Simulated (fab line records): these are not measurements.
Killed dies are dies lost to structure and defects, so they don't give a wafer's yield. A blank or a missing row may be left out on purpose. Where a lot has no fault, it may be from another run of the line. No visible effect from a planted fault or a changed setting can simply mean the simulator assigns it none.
Which tool was responsible? + flow gf180mcu + 15 lots, 45 wafers sampled, at 4 steps of a route of 602

== WHAT THE GAUGES READ, wafer by wafer ==
GF_V3_OVL_MEAS_15.
| lot  | measured     | on         | V3_OVL (nm) |
|------|--------------|------------|-------------|
| L116 | day 22 08:38 | overlay-01 | 5 -4 -5     |
| L118 | day 23 02:17 | overlay-02 | 1 -16 -8    |
| L119 | day 23 13:49 | overlay-02 | -4 -1 -3    |
| L121 | day 24 05:10 | overlay-01 | 2 0 1       |
| L122 | day 24 15:44 | overlay-02 | 3 8 4       |
| L123 | day 25 04:16 | overlay-01 | 3 9 -1      |
| L124 | day 25 07:29 | overlay-02 | -8 -5 -1    |
| L131 | day 27 15:00 | overlay-01 | 5 -12 1     |
| L132 | day 27 19:55 | overlay-02 | 2 8 -2      |
| L133 | day 28 03:43 | overlay-01 | 4 -1 -2     |
| L134 | day 28 10:18 | overlay-02 | 0 -1 7      |
| L135 | day 28 14:13 | overlay-02 | 2 -5 4      |
| L136 | day 29 00:29 | overlay-02 | 3 5 6       |
| L137 | day 29 06:47 | overlay-02 | -9 -4 1     |
| L139 | day 29 22:04 | overlay-02 | -3 -4 -3    |

GF_V3_RS_MEAS_24: the measuring method here is four-point-probe.
| lot  | measured     | on            | V3_W_RS (ohm/sq)  |
|------|--------------|---------------|-------------------|
| L116 | day 22 09:40 | film-metro-01 | 0.328 0.326 0.328 |
| L118 | day 23 03:11 | film-metro-01 | 0.327 0.332 0.327 |
| L119 | day 23 14:46 | film-metro-01 | 0.327 0.325 0.330 |
| L121 | day 24 06:26 | film-metro-03 | 0.328 0.326 0.328 |
| L122 | day 24 16:43 | film-metro-01 | 0.330 0.325 0.330 |
| L123 | day 25 05:17 | film-metro-01 | 0.327 0.327 0.332 |
| L124 | day 25 08:25 | film-metro-04 | 0.327 0.326 0.323 |
| L131 | day 27 15:55 | film-metro-04 | 0.326 0.331 0.326 |
| L132 | day 27 20:52 | film-metro-01 | 0.331 0.330 0.330 |
| L133 | day 28 04:40 | film-metro-01 | 0.326 0.325 0.329 |
| L134 | day 28 11:13 | film-metro-03 | 0.333 0.329 0.326 |
| L135 | day 28 15:11 | film-metro-01 | 0.328 0.326 0.326 |
| L136 | day 29 01:25 | film-metro-01 | 0.327 0.323 0.326 |
| L137 | day 29 08:06 | film-metro-03 | 0.335 0.334 0.325 |
| L139 | day 29 22:58 | film-metro-04 | 0.327 0.320 0.325 |

GF_V4_CD_MEAS_14 targets a cd of 260 nm.
| lot  | measured     | on        | cd-nm (nm)        |
|------|--------------|-----------|-------------------|
| L116 | day 24 09:02 | cd-sem-02 | 260.7 260.3 261.9 |
| L118 | day 25 03:05 | cd-sem-02 | 258.7 258.9 257.8 |
| L119 | day 25 13:29 | cd-sem-02 | 259.8 259.7 259.4 |
| L124 | day 27 05:10 | cd-sem-02 | 257.4 258.3 258.6 |
| L131 | day 29 09:26 | cd-sem-02 | 259.0 259.7 260.4 |
| L132 | day 29 12:37 | cd-sem-02 | 262.5 260.9 262.4 |
| L133 | day 29 20:11 | cd-sem-02 | 259.5 259.9 259.9 |
| L134 | day 30 01:30 | cd-sem-02 | 259.2 258.6 259.9 |
| L135 | day 30 07:01 | cd-sem-01 | 258.4 258.5 260.6 |
| L136 | day 30 16:26 | cd-sem-02 | 261.2 262.5 262.6 |
| L137 | day 30 22:25 | cd-sem-02 | 259.3 259.2 259.0 |
| L139 | day 31 12:41 | cd-sem-02 | 259.6 259.8 259.8 |

== WHAT TOOL EACH LOT RAN ON (gives the tool, then ch and the chambers of the sampled wafers, and finally the start) ==
| lot  | GF_V4_CVD_02                    |
|------|---------------------------------|
| L116 | pecvd-02 ch 1,2, day 23 10:14   |
| L118 | pecvd-04 ch 0,1, day 24 04:19   |
| L119 | pecvd-02 ch 0,1,2, day 24 14:55 |
| L121 | pecvd-04 ch 0,1, day 25 06:27   |
| L122 | pecvd-02 ch 0,1, day 25 16:26   |
| L123 | pecvd-02 ch 0,2, day 26 04:10   |
| L124 | pecvd-04 ch 0,2, day 26 08:02   |
| L131 | pecvd-02 ch 0,1,2, day 28 13:02 |
| L132 | pecvd-02 ch 1,2, day 28 17:56   |
| L133 | pecvd-02 ch 0,1,2, day 29 01:32 |
| L134 | pecvd-02 ch 1,2, day 29 07:08   |
| L135 | pecvd-01 ch 0,2, day 29 11:48   |
| L136 | pecvd-04 ch 0,1, day 29 21:27   |
| L137 | pecvd-02 ch 1,2, day 30 04:13   |
| L139 | pecvd-04 ch 0,2, day 30 18:38   |
- GF_V4_CVD_02: deposits SiO2 from TEOS, target thk 850 nm, time 94.851 s.

== WHAT THE TOOLS THEMSELVES READ (means of the sampled wafers that have a number; where no wafer has one, the mark that the record gives instead) ==
GF_V4_CVD_02.
| lot  | tool     | heater-power-outer-w (W) | heater-power-w (W) | rf-fwd-power-W (W) |
|------|----------|--------------------------|--------------------|--------------------|
| L116 | pecvd-02 | 438                      | 711                | 595.1              |
| L118 | pecvd-04 | 367                      | 602                | 598.4              |
| L119 | pecvd-02 | 367                      | 620                | 596.0              |
| L121 | pecvd-04 | -                        | -                  | -                  |
| L122 | pecvd-02 | -                        | -                  | -                  |
| L123 | pecvd-02 | -                        | -                  | -                  |
| L124 | pecvd-04 | 355                      | 624                | 597.9              |
| L131 | pecvd-02 | 372                      | 613                | 596.2              |
| L132 | pecvd-02 | 412                      | 670                | 594.9              |
| L133 | pecvd-02 | 411                      | 688                | 596.1              |
| L134 | pecvd-02 | 448                      | 723                | 596.4              |
| L135 | pecvd-01 | 298                      | 579                | 593.7              |
| L136 | pecvd-04 | 368                      | 617                | 597.8              |
| L137 | pecvd-02 | 447                      | 731                | 597.8              |
| L139 | pecvd-04 | 362                      | 638                | 596.0              |

== THE ANSWER, worked out from the rows above alone ==
Rule: usual is defined by the lots themselves. The widest of any qualifying gaps counts: lots, ordered by their means at a reading, are off when they make up no more than a third of the lots, leave a main group of 4 or more, and stand apart from it by 3 or more times the standard deviation of that group's means. If all means in a main group match to the digits the tables above print for the reading, that group is not used. Also off: a lot with no number at a reading for which 4 or more lots have one. Any other lot the step has rows for is counted as sound. Order of review: gauges by route order, followed by the tools' own readings, for which a lot's mean as printed above is used. At the first step where some lot is off, the reading lying furthest off is the one used; lots without a number count as furthest.
Off at GF_V4_CVD_02 (heater-power-outer-w): L121, L122, L123. Without a number there: L121, L122, L123. For the main group the mean is 387 W and the standard deviation 43.
A tool fits if, at that step or a process step before it, it ran every lot that is off, and no sound lot after the first of them. None of those tried fits.

== WHAT THE SIMULATOR HAD INSERTED ==
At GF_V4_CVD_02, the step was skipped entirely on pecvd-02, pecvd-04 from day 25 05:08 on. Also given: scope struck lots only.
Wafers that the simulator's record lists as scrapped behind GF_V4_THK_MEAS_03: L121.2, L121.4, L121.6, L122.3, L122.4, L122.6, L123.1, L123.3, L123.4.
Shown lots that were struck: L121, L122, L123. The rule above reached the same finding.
